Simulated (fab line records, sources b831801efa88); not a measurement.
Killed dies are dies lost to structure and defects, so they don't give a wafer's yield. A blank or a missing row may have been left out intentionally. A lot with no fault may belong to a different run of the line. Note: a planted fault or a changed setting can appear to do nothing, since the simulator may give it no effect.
What tool caused it? | flow sky130 | 13 lots, 39 wafers sampled, at 5 steps of a route of 708

## WHAT THE GAUGES SHOWED, per wafer
SKY_VT_ADJUST_LVTN_TW_MEAS_21.
lot  | measured     | on           | VT_ADJUST_LVTN_2_TW
L683 | day 7 09:09  | filmMetro-03 | 188.0 189.3 189.1
L686 | day 8 10:47  | filmMetro-03 | 188.2 187.9 188.3
L687 | day 8 18:11  | filmMetro-03 | 188.7 188.7 188.6
L688 | day 9 14:33  | filmMetro-03 | 188.3 187.9 187.4
L689 | day 9 16:40  | filmMetro-03 | 187.4 187.8 187.8
L690 | day 9 17:34  | filmMetro-02 | 188.2 188.8 187.1
L698 | day 11 23:28 | filmMetro-01 | 189.4 189.5 189.5
L699 | day 12 05:47 | filmMetro-03 | 186.3 186.9 186.7
L702 | day 13 05:56 | filmMetro-01 | 188.5 188.4 188.8
L703 | day 13 21:40 | filmMetro-02 | 188.4 188.6 188.6
L704 | day 14 08:46 | filmMetro-03 | 186.9 187.2 186.4
L706 | day 14 11:34 | filmMetro-03 | 186.3 186.2 186.3
L705 | day 14 13:21 | filmMetro-01 | 188.1 188.0 188.2

SKY_SONOS_TUNNEL_CD_MEAS_07 targets a cd of 410 nm.
lot  | measured     | on       | cdNm (nm)
L683 | day 10 22:13 | cdSem-01 | 411.9 413.8 411.6
L686 | day 12 05:11 | cdSem-02 | 412.2 412.5 412.2
L687 | day 12 12:45 | cdSem-01 | 410.6 410.5 411.6
L688 | day 13 13:32 | cdSem-02 | 408.4 407.4 407.5
L689 | day 13 17:02 | cdSem-01 | 410.8 409.5 410.8
L690 | day 13 18:10 | cdSem-01 | 411.3 410.4 412.4
L698 | day 16 08:30 | cdSem-02 | 409.1 410.8 410.3
L699 | day 16 14:32 | cdSem-02 | 409.9 411.0 409.4
L702 | day 17 16:47 | cdSem-02 | 408.1 407.6 407.5
L703 | day 18 11:44 | cdSem-02 | 410.8 410.5 411.3
L704 | day 18 23:58 | cdSem-02 | 411.4 411.8 411.9
L706 | day 19 04:32 | cdSem-01 | 410.7 410.0 408.6
L705 | day 19 07:28 | cdSem-01 | 407.7 405.8 408.9

SKY_SONOS_ONO_THK_MEAS_01.
lot  | measured     | on           | SONOS_ONO_OXIDATION_THK (nm)
L683 | day 11 00:24 | filmMetro-04 | 2.55 2.72 2.60
L686 | day 12 08:24 | filmMetro-04 | 2.60 2.55 2.66
L687 | day 12 15:13 | filmMetro-01 | 2.68 2.71 2.64
L688 | day 13 17:47 | filmMetro-01 | 2.91 2.85 2.93
L689 | day 13 20:38 | filmMetro-04 | 2.94 2.96 2.89
L690 | day 13 20:43 | filmMetro-04 | 2.86 2.89 2.93
L698 | day 16 11:41 | filmMetro-01 | 2.58 2.57 2.52
L699 | day 16 18:48 | filmMetro-01 | 2.60 2.56 2.54
L702 | day 17 18:45 | filmMetro-04 | 2.61 2.63 2.61
L703 | day 18 13:43 | filmMetro-01 | 2.62 2.64 2.64
L704 | day 19 03:11 | filmMetro-01 | 2.60 2.64 2.65
L706 | day 19 07:26 | filmMetro-04 | 2.53 2.61 2.60
L705 | day 19 10:01 | filmMetro-04 | 2.60 2.47 2.57

## WHAT TOOL EACH LOT RAN ON (gives the tool, then ch and the chambers of the sampled wafers, and finally the start)
lot  | SKY_VT_ADJUST_HVTR_STRIP_10         | SKY_SONOS_ONO_OXIDATION_00
L683 | plasmaAsher-03 ch 0,1, day 9 02:02  | furnace-02 ch 0, day 10 23:03
L686 | plasmaAsher-04 ch 0,1, day 10 04:56 | furnace-01 ch 0, day 12 07:03
L687 | plasmaAsher-04 ch 0,1, day 10 13:32 | furnace-01 ch 0, day 12 13:52
L688 | plasmaAsher-04 ch 0,1, day 11 12:14 | furnace-01 ch 0, day 13 16:26
L689 | plasmaAsher-04 ch 0,1, day 11 15:38 | furnace-01 ch 0, day 13 19:17
L690 | plasmaAsher-04 ch 1, day 11 16:49   | furnace-01 ch 0, day 13 19:17
L698 | plasmaAsher-02 ch 1, day 14 01:41   | furnace-01 ch 0, day 16 10:20
L699 | plasmaAsher-03 ch 0,1, day 14 07:53 | furnace-02 ch 0, day 16 17:27
L702 | plasmaAsher-04 ch 0,1, day 15 10:46 | furnace-01 ch 0, day 17 17:23
L703 | plasmaAsher-04 ch 0,1, day 16 03:37 | furnace-02 ch 0, day 18 12:23
L704 | plasmaAsher-04 ch 0,1, day 16 15:23 | furnace-02 ch 0, day 19 01:50
L706 | plasmaAsher-03 ch 0,1, day 16 19:53 | furnace-02 ch 0, day 19 06:04
L705 | plasmaAsher-02 ch 0,1, day 16 21:20 | furnace-02 ch 0, day 19 08:40
- SKY_VT_ADJUST_HVTR_STRIP_10: strips in O2/N2.
- SKY_SONOS_ONO_OXIDATION_00: stabilise 600 s, purge 300 s, target thk 2.6 nm.

## WHAT THE TOOLS THEMSELVES READ (means of the sampled wafers that have a number; where no wafer has one, the mark that the record gives instead)
SKY_VT_ADJUST_HVTR_STRIP_10.
lot  | tool           | drypumpMotorCurrentA (A) | oesProductAu (a.u.) | stripTimeToEndpointS (s)
L683 | plasmaAsher-03 | 5.6                      | 0.717               | 14.14
L686 | plasmaAsher-04 | 6.1                      | 0.718               | 14.12
L687 | plasmaAsher-04 | 6.0                      | 0.714               | 14.13
L688 | plasmaAsher-04 | 6.1                      | 0.717               | 14.17
L689 | plasmaAsher-04 | 6.0                      | 0.713               | 14.18
L690 | plasmaAsher-04 | 6.0                      | 0.714               | 14.18
L698 | plasmaAsher-02 | 5.6                      | 0.718               | 14.12
L699 | plasmaAsher-03 | 5.7                      | 0.713               | 14.18
L702 | plasmaAsher-04 | 6.1                      | 0.717               | 14.19
L703 | plasmaAsher-04 | 6.0                      | 0.715               | 14.24
L704 | plasmaAsher-04 | 6.0                      | 0.714               | 14.20
L706 | plasmaAsher-03 | 5.6                      | 0.717               | 14.23
L705 | plasmaAsher-02 | 5.2                      | 0.712               | 14.14

## THE ANSWER, worked out from the rows above alone
Rule: usual is defined by the lots themselves. Put in order of their means at a reading, lots are off if they are a third of the lots or fewer, leave a main group of 4 or more, and stand apart from it by a gap of 3 or more times the standard deviation of the main group's means; of several such gaps the widest counts. If all means in a main group match to the digits the tables above print for the reading, that group is not used. A lot without any number at a reading at which 4 lots or more have one is off too. All remaining lots with rows at the step are treated as sound. First the gauges in route order, then the tools' own readings, where a lot's mean is used as printed above. The first step at which some lot is off is used, and at that step the reading that is off furthest; a lot without a number counts as furthest.
Off: at SKY_SONOS_ONO_THK_MEAS_01 (SONOS_ONO_OXIDATION_THK), L688, L689, L690. Main group: mean 2.60 nm, sd 0.039.
A tool fits if, at a process step before that reading, it ran every lot that is off, and no sound lot after the first of them. Gauges at SKY_SONOS_ONO_THK_MEAS_01: tried the same way as those tools. Not one of the candidates tried fits.

## WHAT WAS PUT IN BY THE SIMULATOR
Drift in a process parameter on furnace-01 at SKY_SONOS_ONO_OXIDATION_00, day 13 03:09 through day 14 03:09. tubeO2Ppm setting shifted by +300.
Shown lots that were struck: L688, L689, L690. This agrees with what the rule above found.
